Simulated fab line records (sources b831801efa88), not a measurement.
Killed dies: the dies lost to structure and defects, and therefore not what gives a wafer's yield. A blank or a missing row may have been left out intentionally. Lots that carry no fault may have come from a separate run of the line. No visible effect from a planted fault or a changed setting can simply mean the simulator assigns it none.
Struck lot and sound lot, side by side / flow sky130 / 15 out of 708 route steps
Sound: these wafers, L618.2, L618.5, L618.6. The struck wafers were L614.1, L614.3, L614.4. At the end, the cause is stated.
For every step that has rows: the tool of each side, followed by ch and its chambers, followed by its first start. Under that, the readings that differ: sound wafers / struck wafers / difference of the means / sigmas: that difference in standard deviations of wafers without a fault.
alike: same words and numbers on both sides, and readings whose means sit less than 2 such deviations apart. not compared: any withheld reading, any reading some wafer has no value for, any bound like >300 that may hide the same value, and any number with overlapping values for which the record gives no deviation.
A row with sigmas, a row that says differs or no value, or rows on one side alone: a step with any of these is where the two part. When numbers do not overlap yet have no deviation, they are printed without sigmas and do not part them. A reading that every wafer of one side lacks parts them only if that side has two wafers or more.

SKY_LDD_P_OVL_MEAS_08:
  struck on overlay-02, day 24 06:23; sound on overlay-02, day 25 03:41
  alike: LDD_P_OVL
after that, 1 step had no rows for these wafers: SKY_LDD_P_IMPLANT_09.
SKY_LDD_P_STRIP_10: strips in O2/N2.
  sound on plasma-asher-03 ch 0,1, day 25 03:52; struck on plasma-asher-01 ch 0,1, day 24 06:34
  alike: drypump-motor-current-A, oes-product-au, strip-time-to-endpoint-s
  not compared: rf-hours-counter-h
SKY_LDD_P_TW_MEAS_11:
  struck on film-metro-02, day 24 06:40; sound on film-metro-03, day 25 03:58
  alike: LDD_P_TW
then, 7 steps without rows for these wafers: SKY_LDD_HVN_DEHYDRATE_00 (time 60 s); SKY_LDD_HVN_HMDS_01 (prime time 60 s); SKY_LDD_HVN_COAT_02 (resist thk 300 nm); SKY_LDD_HVN_SOFTBAKE_03 (time 60 s); SKY_LDD_HVN_EXPOSE_04 (exposes mask HVNTM, target cd 700 nm); SKY_LDD_HVN_PEB_05; SKY_LDD_HVN_DEVELOP_06 (develop time 60 s).
SKY_LDD_HVN_OVL_MEAS_07:
  struck on overlay-02, day 25 12:19; sound on overlay-01, day 26 08:40
  alike: LDD_HVN_OVL
SKY_LDD_HVN_IMPLANT_08:
  sound on implanter-02 ch 0, day 26 08:43; struck on implanter-02, day 25 12:20
  no value came back on the struck wafers for beam-energy-keV, beam-on-s (s), faraday-current-uA; on the sound wafers beam-energy-keV reads 60.017 60.013 60.007
SKY_LDD_HVN_STRIP_09: strips in O2/N2.
  sound on plasma-asher-01 ch 0,1, day 26 08:50; struck on plasma-asher-02 ch 0,1, day 25 12:29
  alike: drypump-motor-current-A, oes-product-au, strip-time-to-endpoint-s
  not compared: rf-hours-counter-h
SKY_LDD_HVN_TW_MEAS_10:
  struck on film-metro-01, day 25 12:35; sound on film-metro-04, day 26 08:57
reading=LDD_HVN_TW; sound=1453 1450 1445; struck=30 30 29; difference=-1420; sigmas=-99 or more

## WHERE THEY PART
First at SKY_LDD_HVN_IMPLANT_08; last, within this record, at SKY_LDD_HVN_TW_MEAS_10.

WHY: the cause the simulator had injected
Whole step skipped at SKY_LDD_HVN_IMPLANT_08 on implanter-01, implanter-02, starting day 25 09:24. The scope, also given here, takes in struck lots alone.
